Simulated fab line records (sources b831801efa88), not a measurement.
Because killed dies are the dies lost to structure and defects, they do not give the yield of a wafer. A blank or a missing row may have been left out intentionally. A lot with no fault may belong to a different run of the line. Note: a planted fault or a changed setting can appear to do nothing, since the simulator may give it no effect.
Which tool did it? || flow sky130 || 11 lots, 33 wafers sampled, at 1 step of a route of 708

WHAT EACH GAUGE READ, for each wafer
SKY_METAL1_CD_MEAS_15: the cd target is 140 nm.
{"lot": "L926", "measured": "day 33 10:50", "on": "cd_sem-02", "cd_nm (nm)": "140.4 139.9 142.1"}
{"lot": "L925", "measured": "day 33 14:02", "on": "cd_sem-01", "cd_nm (nm)": "140.2 140.7 140.5"}
{"lot": "L927", "measured": "day 34 00:35", "on": "cd_sem-01", "cd_nm (nm)": "139.8 139.8 140.3"}
{"lot": "L928", "measured": "day 34 04:14", "on": "cd_sem-02", "cd_nm (nm)": "139.8 139.8 139.6"}
{"lot": "L931", "measured": "day 35 03:04", "on": "cd_sem-01", "cd_nm (nm)": "140.1 139.1 139.3"}
{"lot": "L932", "measured": "day 35 04:41", "on": "cd_sem-01", "cd_nm (nm)": "138.7 139.0 137.5"}
{"lot": "L935", "measured": "day 36 02:04", "on": "cd_sem-01", "cd_nm (nm)": "140.6 141.7 140.6"}
{"lot": "L941", "measured": "day 38 07:37", "on": "cd_sem-02", "cd_nm (nm)": "139.7 140.0 141.5"}
{"lot": "L942", "measured": "day 38 12:07", "on": "cd_sem-02", "cd_nm (nm)": "141.1 139.9 141.4"}
{"lot": "L944", "measured": "day 38 15:22", "on": "cd_sem-02", "cd_nm (nm)": "139.0 138.1 137.1"}
{"lot": "L946", "measured": "day 39 15:37", "on": "cd_sem-01", "cd_nm (nm)": "143.3 142.9 141.4"}

WHAT TOOL EACH LOT RAN ON (gives the tool, then ch and the chambers of the sampled wafers, and finally the start)
The record shows no process step preceding these readings.

AS READ BY THE TOOLS THEMSELVES (means over the sampled wafers that have a number; for cases with no such wafer, the mark the record gives instead)
The record holds no such reading with a usual standard deviation.

THE ANSWER, worked out from the rows above alone
Rule: usual is defined by the lots themselves. The widest of any qualifying gaps counts: lots, ordered by their means at a reading, are off when they make up no more than a third of the lots, leave a main group of 4 or more, and stand apart from it by 3 or more times the standard deviation of that group's means. Not used: any main group whose means are identical at the precision the tables above print for the reading. Also off: a lot with no number at a reading for which 4 or more lots have one. The other lots that the step has rows for count as sound. The gauges are gone through in route order, then the tools' own readings, and for those a lot's mean is taken as printed above. At the first step where some lot is off, the reading lying furthest off is the one used; lots without a number count as furthest.
No lot is off at any reading shown: from this, nothing can be told.

WHAT THE SIMULATOR PUT IN
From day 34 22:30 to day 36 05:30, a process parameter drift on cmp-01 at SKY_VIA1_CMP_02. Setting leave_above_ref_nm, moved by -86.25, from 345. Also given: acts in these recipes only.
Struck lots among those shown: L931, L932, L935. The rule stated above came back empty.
